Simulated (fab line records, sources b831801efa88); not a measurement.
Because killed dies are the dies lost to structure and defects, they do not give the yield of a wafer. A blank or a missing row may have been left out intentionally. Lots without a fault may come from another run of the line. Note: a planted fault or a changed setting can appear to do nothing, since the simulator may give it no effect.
A lot that was struck, set against a sound lot -- flow gf180mcu -- 18 steps out of a route of 602
Sound: these wafers, L599.1, L599.3, L599.4. Wafers struck: L607.2, L607.3, L607.5. The cause is named last.
At each step with rows: each side's tool, then ch and its chambers, then its first start. Under that, the readings that differ: sound wafers -- struck wafers -- difference of the means -- sigmas: that difference in standard deviations of wafers without a fault.
alike: readings with means less than 2 such deviations apart, plus words and numbers identical on both sides. not compared: withheld readings, readings lacking a value on some wafer, bounds such as >300 that could conceal the same value, and numbers that have no deviation in the record and whose values overlap.
The two part at a step that has a row with sigmas, a row that says differs or no value, or rows on one side only. Numbers that have no deviation but don't overlap get no sigmas and don't part them. A reading missing from all wafers of one side parts the sides only when that side holds two or more wafers.

first, 3 steps without rows for these wafers: GF_HV_LDD_EXPOSE_04 (exposes mask Nplus LV AREA, target cd 400 nm); GF_HV_LDD_PEB_05; GF_HV_LDD_DEVELOP_06 (develop time 60 s).
GF_HV_LDD_CD_MEAS_07 targets a cd of 400 nm.
  sound on cd-sem-01 at day 12 01:16; struck on cd-sem-01 at day 14 18:04
  alike: cd-nm
GF_HV_LDD_OVL_MEAS_08:
  sound on overlay-02 at day 12 01:23; struck on overlay-02 at day 14 18:11
  alike: HV_LDD_OVL
following that, these wafers have no rows for 1 step: GF_HV_LDD_IMPLANT_09.
GF_HV_LDD_STRIP_10: strips in O2/N2.
  sound on plasma-asher-01 ch 0,1, day 12 01:35; struck on plasma-asher-04 ch 0,1, day 14 18:22
  alike: drypump-motor-current-A, heater-power-w, oes-product-au, strip-time-to-endpoint-s
  not compared: rf-hours-counter-h
GF_HV_LDD_TW_MEAS_11:
  sound on film-metro-01 at day 12 01:41; struck on film-metro-04 at day 14 18:28
  alike: HV_LDD_TW
then, 4 steps without rows for these wafers: GF_HV_LDD_DEHYDRATE_12 (time 60 s); GF_HV_LDD_HMDS_13 (prime time 60 s); GF_HV_LDD_COAT_14 (resist thk 1000 nm); GF_HV_LDD_SOFTBAKE_15 (time 60 s).
GF_HV_LDD_EXPOSE_16: exposes mask Pplus LV AREA, target cd 400 nm.
  sound on iline-stepper-02 ch 0, day 12 11:01; struck on iline-stepper-02 ch 0, day 15 05:54
reading,sound,struck,difference,sigmas
exposure-dose-mJ-cm2,139.98 140.16 139.77,131.20 131.22 131.33,-8.72,-54
  alike: mask
then, 2 steps without rows for these wafers: GF_HV_LDD_PEB_17; GF_HV_LDD_DEVELOP_18 (develop time 60 s).
GF_HV_LDD_CD_MEAS_19 targets a cd of 400 nm.
  sound on cd-sem-01 at day 12 18:44; struck on cd-sem-02 at day 15 16:13
reading,sound,struck,difference,sigmas
cd-nm (nm),399.3 399.1 398.8,379.1 379.7 378.9,-19.8,-9
GF_HV_LDD_OVL_MEAS_20:
  sound on overlay-01 at day 12 18:51; struck on overlay-01 at day 15 16:20
reading,sound,struck,difference,sigmas
HV_LDD_01_OVL (nm),1.1 0.6 2.1,-2.3 -2.4 -0.9,-3.1,-2
following that, these wafers have no rows for 1 step: GF_PASSIVATION_PROBE_99.

WHERE THEY PART
Last at GF_HV_LDD_OVL_MEAS_20 as far as this record goes, first at GF_HV_LDD_EXPOSE_16.

WHY: what the simulator had put in
Drift in process parameters on iline-stepper-02 at GF_HV_LDD_EXPOSE_16, starting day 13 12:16. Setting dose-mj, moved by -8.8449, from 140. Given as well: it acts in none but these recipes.
